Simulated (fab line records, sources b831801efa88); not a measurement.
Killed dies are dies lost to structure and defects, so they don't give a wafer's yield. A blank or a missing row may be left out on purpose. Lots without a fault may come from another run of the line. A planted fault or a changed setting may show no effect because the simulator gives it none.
Split-lot experiment | flow sfq_line | 5 lots, 23 wafers read, on a route of 325 steps

THE SPLIT
At SFQ_TRILAYER_M5_LITHO_COAT_123 (resist thk 600 nm), the setting spin_rpm was moved away from the recipe's 3000 rpm on 9 of the 23 wafers read, by -6.4% to +5.5%. The other wafers ran this setting at the recipe's value.

FROM THE SPLIT TO THE READING: what the file shows between them, 1 step
- SFQ_TRILAYER_M5_BARC_OPEN_METAL_ETCH_161: etches BARC in O2, target depth 125 nm, time 41.7 s (also split here: bias_w)

THE READING
KrF_of_TRILAYER_M5_LITHO_COAT_123.thk_nm (the simulator's own value, which no gauge read), in nm, at SFQ_TRILAYER_M5_ETCH_METAL_ETCH_126 (etches Nb in Cl2/BCl3, stops on SiO2, time 203.2 s, target depth 265 nm). The file gives no usual value for it. The 14 wafers here that ran the recipe average 369.8 nm, standard deviation 3.3 nm.

wafer  | tool, chamber at the split | spin_rpm as run, rpm | against the recipe | KrF_of_TRILAYER_M5_LITHO_COAT_123.thk_nm, nm | against lot-mates on the recipe
L074.1 | litho_track-01, 0          | 3165                 | +5.5%              | 354.7                                        | -15.5
L074.2 | litho_track-01, 0          | 3000                 | recipe             | 369.4                                        | -
L074.3 | litho_track-01, 0          | 3000                 | recipe             | 371.6                                        | -
L074.4 | litho_track-01, 0          | 3165                 | +5.5%              | 353.6                                        | -16.6
L074.5 | litho_track-01, 0          | 3000                 | recipe             | 369.7                                        | -
L075.1 | litho_track-04, 0          | 3000                 | recipe             | 370.7                                        | -
L075.3 | litho_track-04, 0          | 3000                 | recipe             | 368.4                                        | -
L075.4 | litho_track-04, 0          | 2809                 | -6.4%              | 397.9                                        | +28.1
L075.5 | litho_track-04, 0          | 3000                 | recipe             | 370.4                                        | -
L075.6 | litho_track-04, 0          | 2809                 | -6.4%              | 397.2                                        | +27.4
L079.1 | litho_track-04, 0          | 3000                 | recipe             | 378.7                                        | -
L079.2 | litho_track-04, 0          | 3000                 | recipe             | 368.5                                        | -
L079.5 | litho_track-04, 0          | 3000                 | recipe             | 371.2                                        | -
L082.1 | litho_track-04, 0          | 3139                 | +4.6%              | 354.4                                        | -13.4
L082.2 | litho_track-04, 0          | 3000                 | recipe             | 371.9                                        | -
L082.4 | litho_track-04, 0          | 3000                 | recipe             | 368.9                                        | -
L082.5 | litho_track-04, 0          | 3139                 | +4.6%              | 356.8                                        | -11.0
L082.6 | litho_track-04, 0          | 3000                 | recipe             | 362.5                                        | -
L085.1 | litho_track-04, 0          | 2833                 | -5.6%              | 388.1                                        | +20.3
L085.2 | litho_track-04, 0          | 3000                 | recipe             | 368.2                                        | -
L085.4 | litho_track-04, 0          | 3000                 | recipe             | 367.4                                        | -
L085.5 | litho_track-04, 0          | 2833                 | -5.6%              | 382.6                                        | +14.8
L085.6 | litho_track-04, 0          | 2833                 | -5.6%              | 387                                          | +19.2

THE FIT
A straight line over all 23 wafers: KrF_of_TRILAYER_M5_LITHO_COAT_123.thk_nm changes by -3.32 nm for each +1% of spin_rpm; r = -0.96; the points scatter about the line by 3.7 nm.
The same after taking each lot's own level away (the mean of its wafers on the recipe; 23 wafers): -3.37 nm for each +1%; r = -0.97; scatter 3.3 nm.
On that fit, the largest move of spin_rpm shifts the reading by 21 nm.
The lots' own levels span 367.77 to 372.80 nm, that is 1.5 times the standard deviation above.
So the lot-to-lot level changes the slope little: the two slopes agree.
Check: with one of the wafers moved furthest among these (-6.4%) left out of the fit, the line predicts +21.3 nm for it against its lot-mates. It came out at +28.1 nm against them.

OTHER SPLITS ON THESE WAFERS
These wafers also went through other splits before the reading. Each is held against what the fit with the lots' levels taken away leaves over:
other split on the same wafers                   | wafers away from the commonest value | r with KrF_of_TRILAYER_M5_LITHO_COAT_123.thk_nm (lot level and that fit taken away)
SFQ_TRILAYER_M3_LITHO_EXPOSE_076 dose_mj         | 11                                   | -0.03
SFQ_TRILAYER_M4_LITHO_COAT_093 resist_thk_nm     | 8                                    | +0.29
SFQ_TRILAYER_M4_BARC_OPEN_METAL_ETCH_123 bias_w  | 9                                    | +0.10
SFQ_TRILAYER_I4_VIA_LITHO_COAT_108 resist_thk_nm | 10                                   | +0.23
SFQ_TRILAYER_JJ_TRILAYER_DEP_SPUTTER_110 time_s  | 11                                   | -0.39
SFQ_TRILAYER_JJ_TRILAYER_DEP_SPUTTER_112 power_w | 4                                    | +0.22
SFQ_TRILAYER_M5_LITHO_COAT_128 spin_rpm          | 8                                    | -0.07
SFQ_TRILAYER_M5_BARC_OPEN_METAL_ETCH_161 bias_w  | 10                                   | -0.15

THE WHOLE CHAIN: every reading that the file lists as answering this split, in the file's order
step                                     | what it does                                                            | reading                                                                                   | change (the file's fit)              | r (the file's)
SFQ_TRILAYER_M5_LITHO_COAT_123           | resist thk 600 nm                                                       | KrF_of_TRILAYER_M5_LITHO_COAT_123.thk_nm (the simulator's own value, which no gauge read) | -2.94 nm for each +1% of the setting | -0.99
SFQ_TRILAYER_M5_BARC_OPEN_METAL_ETCH_161 | etches BARC in O2, target depth 125 nm, time 41.7 s                     | KrF_of_TRILAYER_M5_LITHO_COAT_123.thk_nm (the simulator's own value, which no gauge read) | -3.05 nm for each +1% of the setting | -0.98
SFQ_TRILAYER_M5_ETCH_METAL_ETCH_126      | etches Nb in Cl2/BCl3, stops on SiO2, time 203.2 s, target depth 265 nm | KrF_of_TRILAYER_M5_LITHO_COAT_123.thk_nm (the simulator's own value, which no gauge read) | -3.42 nm for each +1% of the setting | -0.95

THE FILE'S OWN FIT
KrF_of_TRILAYER_M5_LITHO_COAT_123.thk_nm changes by -3.42 nm for each +1% of spin_rpm, r = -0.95.
